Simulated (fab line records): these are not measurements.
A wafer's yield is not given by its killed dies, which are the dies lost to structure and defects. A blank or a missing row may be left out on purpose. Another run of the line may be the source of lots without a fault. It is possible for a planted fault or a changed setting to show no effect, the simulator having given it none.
Struck lot and sound lot, side by side | flow gf180mcu | 18 steps out of a route of 602
Sound: the wafers L852.2, L852.3, L852.6. Wafers L847.5, L847.6 were the ones struck. At the end, the cause is stated.
At each step with rows: each side's tool, then ch and its chambers, then its first start. Under that, the readings that differ: sound wafers | struck wafers | difference of the means | sigmas: that difference in standard deviations of wafers without a fault.
alike: words and numbers the same on both sides, and readings whose means are apart by under 2 such deviations; not compared: readings that were withheld, readings missing a value for some wafer, numbers with overlapping values and no deviation given by the record, and bounds like >300 which may hide the same value.
The two part at a step that has a row with sigmas, a row that says differs or no value, or rows on one side only. Numbers that don't overlap but have no deviation are shown without sigmas and don't part them. A reading missing from all wafers of one side parts the sides only when that side holds two or more wafers.

first, 3 steps without rows for these wafers: GF_V3_EXPOSE_11 (exposes mask Via3, target cd 260 nm); GF_V3_PEB_12 (peb time 90 s); GF_V3_DEVELOP_13 (develop time 60 s).
GF_V3_CD_MEAS_14 targets a cd of 260 nm.
  sound on cdSem-02, day 29 07:52; struck on cdSem-01, day 27 10:27
  alike: cdNm
GF_V3_OVL_MEAS_15:
  sound on overlay-02, day 29 07:59; struck on overlay-01, day 27 10:31
  alike: V3_OVL
GF_V3_ETCH_16: etches BARC in N2/H2.
  sound on rieDiel-04 ch 1,3, day 29 08:01; struck on rieDiel-01 ch 0,3, day 27 10:33
reading         | sound             | struck      | difference | sigmas
rfFwdPowerW (W) | 497.1 496.7 496.2 | 491.7 494.2 | -3.7       | -2
  alike: drypumpMotorCurrentA, oesProductAu, throttleValvePct
GF_V3_ETCH_17: etches SiO2 in C4F8/O2/Ar, stops on TiN, target depth 635 nm.
  sound: rieDiel-04 ch 1,3; struck: rieDiel-01 ch 0,3
  alike: oesProductAu, rfFwdPowerW
GF_V3_STRIP_18: strips in O2/N2.
  sound on plasmaAsher-04 ch 0, day 29 08:08; struck on plasmaAsher-01 ch 0,1, day 27 10:43
  alike: drypumpMotorCurrentA, heaterPowerW, o2FlowSccm, oesProductAu, platenTempC
  not compared: rfHoursCounterH
then, 2 steps without rows for these wafers: GF_V3_STRIP_19 (strips in post etch residue remover, time 1200 s); GF_V3_CLEAN_20 (cleans in DIW).
GF_V3_SPUTTER_21: material Ti, target thk 15 nm, time 80.02 s.
  sound on pvdSputter-04, day 29 08:42; struck on pvdSputter-04, day 27 11:39
  alike: chamberPressurePa, throttleValvePct
GF_V3_SPUTTER_22: material TiN, target thk 10 nm, time 40 s.
  sound on pvdSputter-04, day 29 08:46; struck on pvdSputter-04, day 27 11:42
  alike: chamberPressurePa, throttleValvePct
GF_V3_CVD_23: deposits W, target thk 350 nm, time 104.9 s.
  sound on cvdW-02 ch 1, day 29 08:50; struck on cvdW-01 ch 0,1, day 27 11:48
reading                         | sound           | struck      | difference | sigmas
model.W_of_V3_CVD_23.thkNm (nm) | 349.2 346.1 351 | 485.2 476.4 | +132.0     | 
  alike: heaterPowerOuterW, heaterPowerW
GF_V3_RS_MEAS_24: the measuring method here is four-point-probe.
  sound on filmMetro-01, day 29 09:03; struck on filmMetro-01, day 27 11:55
reading          | sound             | struck      | difference | sigmas
V3_W_RS (ohm/sq) | 0.329 0.331 0.326 | 0.236 0.241 | -0.090     | -18
GF_V3_THK_MEAS_25: measures by xrf.
  sound on filmMetro-01, day 29 09:10; struck on filmMetro-01, day 27 12:00
reading       | sound       | struck  | difference | sigmas
V3_W_THK (nm) | 349 343 349 | 491 483 | +140       | +23
GF_V3_CMP_26: polishes, stops on SiO2, t overpolish 15 s, target thk 0 nm.
  sound on cmp-01 ch 2,3, day 29 09:16; struck on cmp-02 ch 1,2, day 27 12:13
reading             | sound    | struck  | difference | sigmas
timeToEndpointS (s) | 89 75 76 | 127 120 | +44        | +8
  alike: motorCurrentA, slurryFilterDpKPa
then, 1 step without rows for these wafers: GF_M4_SPUTTER_00 (material Ti, target thk 37.5 nm, time 150 s).
-- the record jumps here: 6 days lie between the struck wafers' starts before and after (it left off in module M4 and takes up again in module PASSIVATION, whose first step shown is number 602 of the route) --
GF_PASSIVATION_PROBE_99:
  only the struck wafers here have rows in the record (prober-01, day 33 05:05); the sound ones have none

WHERE THEY PART
At GF_V3_ETCH_16 first; at GF_PASSIVATION_PROBE_99 last (within this record only).

WHY: what the simulator had put in
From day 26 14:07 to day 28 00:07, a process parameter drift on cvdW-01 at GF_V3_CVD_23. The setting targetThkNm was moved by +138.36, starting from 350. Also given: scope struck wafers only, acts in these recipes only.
